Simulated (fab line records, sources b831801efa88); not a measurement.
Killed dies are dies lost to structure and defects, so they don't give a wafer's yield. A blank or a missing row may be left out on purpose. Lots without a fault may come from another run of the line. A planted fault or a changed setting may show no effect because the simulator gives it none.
Which tool did it? | flow gf180mcu | 6 lots, 18 wafers sampled, at 4 steps of a route of 602

WHAT THE GAUGES READ, wafer by wafer
GF_M2_CD_MEAS_14: target cd 280 nm.
lot  | measured     | on        | cd_nm (nm)
L511 | day 19 15:10 | cd_sem-02 | 279.7 280.1 280.0
L513 | day 20 09:10 | cd_sem-02 | 281.5 281.5 281.3
L515 | day 21 03:37 | cd_sem-02 | 279.2 279.7 278.3
L520 | day 23 01:48 | cd_sem-01 | 284.8 283.9 284.2
L529 | day 25 18:25 | cd_sem-01 | 278.4 279.9 279.4
L532 | day 26 18:39 | cd_sem-01 | 281.2 281.2 281.6

WHICH TOOL RAN EACH LOT (tool, then ch and the chambers of the sampled wafers, then the start)
lot  | GF_V1_ETCH_17                                 | GF_M2_SPUTTER_03             | GF_M2_EXPOSE_11
L511 | rie_diel-03 ch 1,3, day 18 14:44 or earlier   | pvd_sputter-03, day 18 14:44 | krf_scanner-02 ch 0, day 19 02:55
L513 | rie_diel-04 ch 1,2,3, day 19 08:36 or earlier | pvd_sputter-02, day 19 08:36 | krf_scanner-02 ch 0, day 19 21:11
L515 | rie_diel-04 ch 1,2, day 20 03:14 or earlier   | pvd_sputter-04, day 20 03:14 | krf_scanner-02 ch 0, day 20 15:31
L520 | rie_diel-04 ch 0,1, day 22 02:43 or earlier   | pvd_sputter-02, day 22 02:43 | krf_scanner-01 ch 0, day 22 14:01
L529 | rie_diel-01 ch 0,2, day 24 21:17 or earlier   | pvd_sputter-03, day 24 21:17 | krf_scanner-02 ch 0, day 25 08:47
L532 | rie_diel-04 ch 0,2, day 25 21:53 or earlier   | pvd_sputter-04, day 25 21:53 | krf_scanner-02 ch 0, day 26 09:08
- GF_V1_ETCH_17: etches SiO2 in C4F8/O2/Ar, stops on TiN, target depth 630 nm.
- GF_M2_SPUTTER_03: material Ti, target thk 10 nm, time 6.7 s.
- GF_M2_EXPOSE_11: exposes mask Metal2, target cd 280 nm.

THE ANSWER, worked out from the rows above alone
Rule: what is usual is taken from the lots themselves. Put in order of their means at a reading, lots are off if they are a third of the lots or fewer, leave a main group of 4 or more, and stand apart from it by a gap of 3 or more times the standard deviation of the main group's means; of several such gaps the widest counts. A main group whose means are all the same, to the digits that the tables above print for the reading, isn't used. A lot without any number at a reading at which 4 lots or more have one is off too. The other lots that the step has rows for count as sound.
No lot is off at any reading shown: from this, nothing can be told.

WHAT THE SIMULATOR HAD PUT IN
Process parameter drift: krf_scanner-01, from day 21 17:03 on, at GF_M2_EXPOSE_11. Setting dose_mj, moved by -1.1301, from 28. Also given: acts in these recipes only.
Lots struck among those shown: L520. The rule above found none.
